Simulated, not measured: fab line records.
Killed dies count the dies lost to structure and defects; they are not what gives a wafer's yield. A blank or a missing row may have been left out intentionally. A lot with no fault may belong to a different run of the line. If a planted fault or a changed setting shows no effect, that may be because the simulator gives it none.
Matching of chambers :: flow gf180mcu :: cmp-02 running GF_V3_CMP_04: 4 sister chambers
The step polishes SiO2. 16 wafers are shown with their chamber, then 8 later ones without.

== WAFERS WITH THEIR CHAMBER ==
wafer: L992.2
chamber: 0
motor-current-A (A): 14.4
time-to-endpoint-s (s): 80

wafer: L992.4
chamber: 2
motor-current-A (A): 10.3
time-to-endpoint-s (s): 74

wafer: L992.6
chamber: 3
motor-current-A (A): 9.4
time-to-endpoint-s (s): 79

wafer: L993.1
chamber: 3
motor-current-A (A): 10.1
time-to-endpoint-s (s): 80

wafer: L993.4
chamber: 0
motor-current-A (A): 15.0
time-to-endpoint-s (s): 84

wafer: L993.5
chamber: 2
motor-current-A (A): 10.5
time-to-endpoint-s (s): 86

wafer: L998.2
chamber: 3
motor-current-A (A): 9.8
time-to-endpoint-s (s): 79

wafer: L998.4
chamber: 0
motor-current-A (A): 14.2
time-to-endpoint-s (s): 90

wafer: L998.5
chamber: 0
motor-current-A (A): 14.9
time-to-endpoint-s (s): 87

wafer: L104.3
chamber: 1
motor-current-A (A): 11.5
time-to-endpoint-s (s): 78

wafer: L104.4
chamber: 3
motor-current-A (A): 9.4
time-to-endpoint-s (s): 85

wafer: L104.5
chamber: 1
motor-current-A (A): 11.0
time-to-endpoint-s (s): 82

wafer: L105.2
chamber: 0
motor-current-A (A): 15.3
time-to-endpoint-s (s): 88

wafer: L105.3
chamber: 3
motor-current-A (A): 10.2
time-to-endpoint-s (s): 78

wafer: L105.5
chamber: 2
motor-current-A (A): 10.1
time-to-endpoint-s (s): 79

wafer: L109.1
chamber: 0
motor-current-A (A): 14.7
time-to-endpoint-s (s): 90

SIGNATURES (means of the wafers above)
reading: motor-current-A
chamber 0: 14.750
chamber 1: 11.250
chamber 2: 10.300
chamber 3: 9.780
scatter within a chamber: 0.364

reading: time-to-endpoint-s
chamber 0: 86.50
chamber 1: 80.00
chamber 2: 79.67
chamber 3: 80.20
scatter within a chamber: 3.95
Rule: distance of a wafer from a chamber = root of the sum over the readings of ((wafer's reading minus chamber's mean) / reading's scatter) squared. The wafer belongs to the nearest chamber; if the next one is less than 2 further off, it can't be placed. The scatter: take each reading less its chamber's mean, square it, sum over the shown wafers, divide by the number of wafers less the number of chambers, and take the root.

== WAFERS MISSING THEIR CHAMBER ==
wafer: L109.4
motor-current-A (A): 10.0
time-to-endpoint-s (s): 85

wafer: L109.6
motor-current-A (A): 10.5
time-to-endpoint-s (s): 88

wafer: L111.1
motor-current-A (A): 10.3
time-to-endpoint-s (s): 77

wafer: L111.2
motor-current-A (A): 10.3
time-to-endpoint-s (s): 82

wafer: L111.4
motor-current-A (A): 15.0
time-to-endpoint-s (s): 85

wafer: L112.2
motor-current-A (A): 10.0
time-to-endpoint-s (s): 79

wafer: L112.5
motor-current-A (A): 11.3
time-to-endpoint-s (s): 76

wafer: L112.6
motor-current-A (A): 10.7
time-to-endpoint-s (s): 80

== THE CHAMBER EACH PASSED THROUGH ==
wafer: L109.4
from the rows above: can't be placed: 3 or 2
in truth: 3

wafer: L109.6
from the rows above: can't be placed: 2 or 3 or 1
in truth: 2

wafer: L111.1
from the rows above: can't be placed: 2 or 3
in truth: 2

wafer: L111.2
from the rows above: can't be placed: 2 or 3
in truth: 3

wafer: L111.4
from the rows above: 0
in truth: 0

wafer: L112.2
from the rows above: can't be placed: 3 or 2
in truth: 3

wafer: L112.5
from the rows above: can't be placed: 1 or 2
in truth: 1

wafer: L112.6
from the rows above: can't be placed: 2 or 1 or 3
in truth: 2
1 of 8 placed correctly. Can't be placed from these rows: 7 (the true chamber is among the candidates in 7). Number placed wrongly: 0.
